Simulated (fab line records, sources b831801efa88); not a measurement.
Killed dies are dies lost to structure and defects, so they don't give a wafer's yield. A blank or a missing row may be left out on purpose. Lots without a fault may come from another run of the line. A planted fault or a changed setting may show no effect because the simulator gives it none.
fab line records | flow sfq_line
record lots=6 wafers=16 last_day=81
route steps=325 shown M1@72 I1@73
lots that met no fault: from a run of the same line without faults
start_h: hours from the record's first day to the start of the lot's first wafer shown | wait_h: hours since the lot's step before | " the same as in the row above | L1.1+2: a row that stands for several wafers | - no value, or no start given | * or withheld: withheld | < > ~ a bound
route shown NAME@n: a module of which the file shows steps, and the number in the route of the first | usual: mean/standard deviation of fault-free wafers | same: alike in all rows | chamber/n: place in a boat | sites: the reading at each site | _std_site: their standard deviation | _edge_site: outer sites' mean less inner sites' | radius_mm: how far each site lies from the wafer's centre | mask NAME#n: copy n | behind: the tool/chamber that last shaped the wafer | hold: why the lot was held/for how many hours/how that ended | device: the transistor (n, p or np) that didn't switch | end of line: the same wafers' tests at the end of the route | a step without rows: its recipe alone | killed: dies lost to structure and defects at the first sort, not the wafer's yield | map: a wafer's dies, x killed, . not, _ none there
set.NAME: the setting as run; set.NAME@STEP: as run at that earlier step | model.NAME: the simulator's own value behind a step, which no gauge read
lots at some steps of the route; a table a step, a row a wafer
services: from which hour (start_h, from the record's first day; less than 0 if before it) a tool's chamber was out of use, for how many hours, and why
## steps
# step SFQ_TRILAYER_M1_STRIP_SOLV_CLEAN_044
# recipe chemistry=NMP temp_c=70 time_s=600
# step SFQ_TRILAYER_I1_DEP_PECVD_045
# recipe material=SiO2 temp_c=150 time_s=111.11 pressure_torr=2.4 rf_w=183.3 precursor=SiH4/N2O target_thk_nm=500
# usual chamber_pressure_Torr=2.400/0.0051 heater_power_w=80/12 showerhead_vpp_V=835/28 throttle_valve_pct=24.7/1.4
# columns lot.wafer tool chamber start_h wait_h chamber_pressure_Torr heater_power_w showerhead_vpp_V throttle_valve_pct
L693.1 pecvd-02 1 330.33 0.0 2.393 64 809 22.4
L693.3 " 0 " " 2.392 74 880 22.6
L693.4 " 2 " " 2.399 88 895 23.1
L700.2 pecvd-04 0 451.94 0.0 2.410 67 824 24.1
L700.3 " 1 " " 2.401 87 851 23.4
L700.5 " 0 " " 2.397 71 828 24.1
L701.1 pecvd-04 0 464.73 0.0 2.396 76 826 24.0
L701.2 " 2 " " 2.406 80 806 25.6
L701.3 " 1 " " 2.394 92 836 23.2
L703.1 pecvd-03 2 477.32 0.0 2.408 82 827 26.1
L703.4 " 0 " " 2.397 101 875 26.5
L703.5 " 1 " " 2.398 76 806 25.2
L707.2 pecvd-03 0 514.49 0.0 2.400 92 862 26.8
L707.5 " 2 " " 2.400 94 826 26.0
L709.5 pecvd-04 2 533.73 0.0 2.403 78 807 25.7
L709.6 " 1 " " 2.393 88 845 23.2
# step SFQ_TRILAYER_I1_CMP_CMP_046
# recipe material=SiO2 down_force_psi=3 platen_rpm=60 pad_velocity_m_s=0.94248
# usual motor_current_A=10.7/0.64 platen_rpm=60.00/0.04 slurry_flow_ml_min=150.0/0.45 time_to_endpoint_s=215/6.6
# columns lot.wafer tool chamber start_h wait_h motor_current_A platen_rpm slurry_flow_ml_min time_to_endpoint_s
L693.1 cmp-01 0 345.62 15.3 11.1 59.99 150.0 205
L693.4 " 1 " " 11.0 59.99 149.9 219
L693.3 " 2 " " 10.5 59.95 150.0 208
L700.3 cmp-02 2 459.88 7.9 11.9 59.99 150.0 225
L700.2 " 0 460.88 8.9 9.9 59.98 149.7 221
L700.5 " 1 " " 10.0 60.01 149.1 226
L701.3 cmp-02 0 468.38 3.6 9.7 59.95 149.8 205
L701.2 " 1 " " 9.7 60.04 149.5 211
L701.1 " 3 469.88 5.1 11.1 59.98 150.3 208
L703.1 cmp-02 1 481.07 3.7 9.4 60.02 150.4 212
L703.4 " 3 482.07 4.7 11.2 59.93 149.0 211
L703.5 " 0 " " 9.6 59.97 150.3 213
L707.2 cmp-02 0 515.07 0.5 10.3 60.00 149.7 212
L707.5 " 0 517.07 2.5 10.1 59.93 149.7 223
L709.5 cmp-01 3 535.77 2.0 11.0 60.01 149.6 215
L709.6 " 0 " " 11.0 60.05 150.4 222
# step SFQ_I1_BOW_MEAS_912
# recipe mode=bow
# usual I1_BOW=0/8.2
# columns lot.wafer tool chamber start_h wait_h I1_BOW[um]
L693.1 film_metro-01 - 348.85 2.7 -4
L693.3 " - " " 1
L693.4 " - " " -4
L700.2 film_metro-04 - 462.40 1.0 -2
L700.3 " - " " -9
L700.5 " - " " 3
L701.1 film_metro-04 - 471.38 1.0 7
L701.2 " - " " 11
L701.3 " - " " 17
L703.1 film_metro-01 - 483.57 2.0 -11
L703.4 " - " " -6
L703.5 " - " " -12
L707.2 film_metro-02 - 517.59 2.0 -2
L707.5 " - " " 1
L709.5 film_metro-01 - 536.85 0.6 -1
L709.6 " - " " 9
# step SFQ_TRILAYER_I1_METRO_MEASURE_047
# usual thk_nm=200.1/0.89
# columns lot.wafer tool chamber start_h wait_h thk_nm
L693.1 film_metro-01 - 348.97 0.1 199.5
L693.3 " - " " 201.4
L693.4 " - " " 198.4
L700.2 film_metro-04 - 462.70 0.3 200.7
L700.3 " - " " 199.2
L700.5 " - " " 199.7
L701.1 film_metro-04 - 471.50 0.1 200.1
L701.2 " - " " 201.7
L701.3 " - " " 200.2
L703.1 film_metro-01 - 483.69 0.1 202.2
L703.4 " - " " 200.0
L703.5 " - " " 200.2
L707.2 film_metro-02 - 517.89 0.3 199.5
L707.5 " - " " 200.3
L709.5 film_metro-01 - 537.69 0.8 200.8
L709.6 " - " " 200.4
# step SFQ_TRILAYER_I1_VIA_LITHO_COAT_054
# recipe resist=BARC spin_rpm=3000 resist_thk_nm=62
# step SFQ_TRILAYER_I1_VIA_LITHO_COAT_049
# recipe resist=KrF spin_rpm=3000 resist_thk_nm=650
# step SFQ_TRILAYER_I1_VIA_LITHO_SOFTBAKE_053
# recipe temp_c=withheld time_s=withheld resist=KrF
# step SFQ_TRILAYER_I1_VIA_LITHO_EXPOSE_050
# recipe mask_id=I1 na=0.6 source_shape=conventional sigma_outer=0.65 target_cd_nm=500 dose_mj=21.3
# step SFQ_TRILAYER_I1_VIA_LITHO_PEB_052
# recipe peb_temp_c=115 peb_time_s=60 resist=KrF
# step SFQ_TRILAYER_I1_VIA_LITHO_DEVELOP_051
# recipe time_s=60 resist=KrF
# step SFQ_I1_OVL_MEAS_913
# usual I1_OVL=-5/5.5
# columns lot.wafer tool chamber start_h wait_h I1_OVL[nm]
L693.1 overlay-02 - 480.88 0.1 -14
L693.3 " - " " -5
L693.4 " - " " -4
L700.2 overlay-01 - 619.83 0.1 -3
L700.3 " - " " -4
L700.5 " - " " -8
L701.1 overlay-02 - 630.62 0.1 -4
L701.2 " - " " -11
L701.3 " - " " -10
L703.1 overlay-01 - 641.42 0.1 -8
L703.4 " - " " -5
L703.5 " - " " -4
L707.2 overlay-02 - 671.68 0.1 -6
L707.5 " - " " -2
L709.5 overlay-02 - 694.05 0.0 -10
L709.6 " - " " -15
# step SFQ_TRILAYER_I1_VIA_BARC_OPEN_VIA_ETCH_071
# recipe mask_material=PR chemistry=O2 target_depth_nm=125 target=BARC source_w=500 bias_w=80 pressure_mtorr=30 time_s=41.7
# usual drypump_motor_current_A=5.7/0.42 oes_product_au=0.685/0.004 run_length_s=70.1/0.38
# columns lot.wafer tool chamber start_h wait_h drypump_motor_current_A oes_product_au rf_hours_counter_h run_length_s model.KrF_of_TRILAYER_I1_VIA_LITHO_COAT_049.thk_nm
L693.1 rie_diel-01 0 480.91 0.0 5.9 0.685 11 70.1 571.5
L693.3 " 1 " " 5.8 0.683 9 70.3 575
L693.4 " 3 " " 5.1 0.681 89 70.1 574.3
L700.2 rie_diel-01 3 619.86 0.0 5.1 0.677 1 70.4 573.4
L700.3 " 0 " " 5.8 0.678 12 69.9 571.1
L700.5 " 3 " " 5.2 0.681 - 70.2 573.4
L701.1 rie_diel-01 1 630.66 0.0 5.8 0.682 10 70.5 571.2
L701.2 " 0 " " 5.8 0.678 12 70.0 571.8
L701.3 " 3 " " 5.1 0.683 1 69.9 571.3
L703.1 rie_diel-02 0 641.46 0.0 6.3 0.681 16 69.6 572.6
L703.4 " 3 " " 5.3 0.684 14 69.6 572.6
L703.5 " 2 " " 5.6 0.692 - 70.3 572.3
L707.2 rie_diel-02 1 671.71 0.0 5.1 0.619 3 81.7 558.4
L707.5 " 1 " " 5.1 0.679 - 70.5 570.8
L709.5 rie_diel-02 1 694.08 0.0 5.1 0.690 - 70.6 573.9
L709.6 " 0 " " 6.3 0.625 - 80.6 560
# step SFQ_TRILAYER_I1_VIA_ETCH_VIA_ETCH_052
# recipe target=SiO2 stop_on=Nb mask_material=PR taper_deg=20 chemistry=CHF3 target_depth_nm=260 source_w=500 bias_w=80 pressure_mtorr=30 time_s=withheld
# usual drypump_motor_current_A=5.7/0.42 oes_product_au=0.855/0.0056
# columns lot.wafer tool chamber start_h wait_h drypump_motor_current_A oes_product_au model.KrF_of_TRILAYER_I1_VIA_LITHO_COAT_049.thk_nm
L693.1 rie_diel-01 0 480.95 0.0 5.8 0.861 525.9
L693.3 " 1 " " 5.8 0.865 530.1
L693.4 " 3 " " 5.1 0.855 530.3
L700.2 rie_diel-01 3 619.90 0.0 5.1 0.856 528.1
L700.3 " 0 " " 5.9 0.847 525.2
L700.5 " 3 " " 5.1 0.854 528.2
L701.1 rie_diel-01 1 630.70 0.0 5.8 0.854 526
L701.2 " 0 " " 5.9 0.855 526.7
L701.3 " 3 " " 5.1 0.853 526.8
L703.1 rie_diel-02 0 641.50 0.0 6.4 0.869 527.7
L703.4 " 3 " " 5.3 0.858 528.2
L703.5 " 2 " " 5.6 0.850 527.3
L707.2 rie_diel-02 1 671.75 0.0 5.1 0.849 513.7
L707.5 " 1 " " 5.0 0.858 526
L709.5 rie_diel-02 1 694.15 0.1 5.1 0.852 528.8
L709.6 " 0 " " 6.4 0.854 515.1
# step SFQ_TRILAYER_I1_VIA_STRIP_STRIP_053
# recipe gas=O2 power_w=200 platen_temp_c=40 overash_fraction=0.65 chemistry=O2 pressure_mtorr=50
# usual drypump_motor_current_A=5.8/0.47 oes_product_au=0.999/0.008
# columns lot.wafer tool chamber start_h wait_h drypump_motor_current_A oes_product_au rf_hours_counter_h
L693.1 rie_metal-04 0 481.07 - 6.2 1.006 27
L693.3 " 0 " " 6.2 1.000 -
L693.4 " 1 " " 5.3 1.019 -
L700.2 rie_metal-01 0 620.01 - 5.3 1.006 108
L700.3 " 0 " " 5.3 1.000 -
L700.5 " 0 " " 5.3 1.007 -
L701.1 rie_metal-04 1 630.81 - 5.3 1.008 47
L701.2 " 0 " " 6.2 0.979 43
L701.3 " 0 " " 6.2 0.997 -
L703.1 rie_metal-01 0 641.61 - 5.3 1.011 112
L703.4 " 1 " " 5.7 1.009 -
L703.5 " 0 " " 5.3 1.001 -
L707.2 rie_metal-04 0 671.86 - 6.2 0.996 50
L707.5 " 0 " " 6.2 1.001 -
L709.5 rie_metal-02 0 694.61 - 6.7 0.999 -
L709.6 " 1 " " 5.9 0.990 -
## services
# columns tool chamber start_h hours kind
cmp-02 - 312.35 5.0 pm
cmp-02 - 318.40 2.1 repair
rie_diel-02 1 345.37 3.0 repair
rie_diel-02 2 347.69 4.0 repair
cmp-02 - 355.45 6.2 repair
rie_diel-02 - 377.61 10.0 pm
rie_diel-02 3 390.45 9.1 repair
cmp-02 - 393.72 0.9 repair
cmp-02 - 407.35 4.0 pm
cmp-02 - 414.35 18.0 pm
rie_diel-01 1 417.87 7.8 repair
rie_diel-01 0 428.23 4.7 repair
rie_diel-02 - 441.96 22.7 repair
rie_diel-01 - 449.31 0.4 repair
rie_diel-02 2 469.61 7.0 repair
rie_diel-02 - 472.26 0.5 repair
rie_diel-01 0 486.27 7.4 repair
rie_diel-02 3 487.08 12.2 repair
rie_diel-02 - 537.06 2.8 pm
cmp-02 - 559.57 5.0 pm
rie_diel-02 0 613.22 8.4 repair
rie_diel-02 1 625.58 10.6 repair
cmp-02 - 640.55 1.5 repair
rie_diel-01 - 693.52 0.2 repair
## key
first_sign step=SFQ_TRILAYER_I1_VIA_BARC_OPEN_VIA_ETCH_071 reading=run_length_s direction=up sigmas=29 usual=* struck=*
effect step=SFQ_TRILAYER_I1_VIA_BARC_OPEN_VIA_ETCH_071 reading=oes_product_au direction=down sigmas=15 usual=0.685 struck=0.622
model_effect step=SFQ_TRILAYER_I1_VIA_BARC_OPEN_VIA_ETCH_071 value=KrF_of_TRILAYER_I1_VIA_LITHO_COAT_049.thk_nm without=572.7 struck=559.2
model_effect step=SFQ_TRILAYER_I1_VIA_ETCH_VIA_ETCH_052 value=KrF_of_TRILAYER_I1_VIA_LITHO_COAT_049.thk_nm without=527.9 struck=514.4
met_at SFQ_TRILAYER_I1_VIA_BARC_OPEN_VIA_ETCH_071
struck_wafers L707.2,L709.6
onset_between 641.46 671.71
fault kind=process_parameter_drift tool=rie_diel-02 chamber=- onset_h=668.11 steps=SFQ_TRILAYER_I1_VIA_BARC_OPEN_VIA_ETCH_071 channel=time_s offset=* shape=step end_h=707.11 scope=struck_wafers_only acts_in=* stated=*
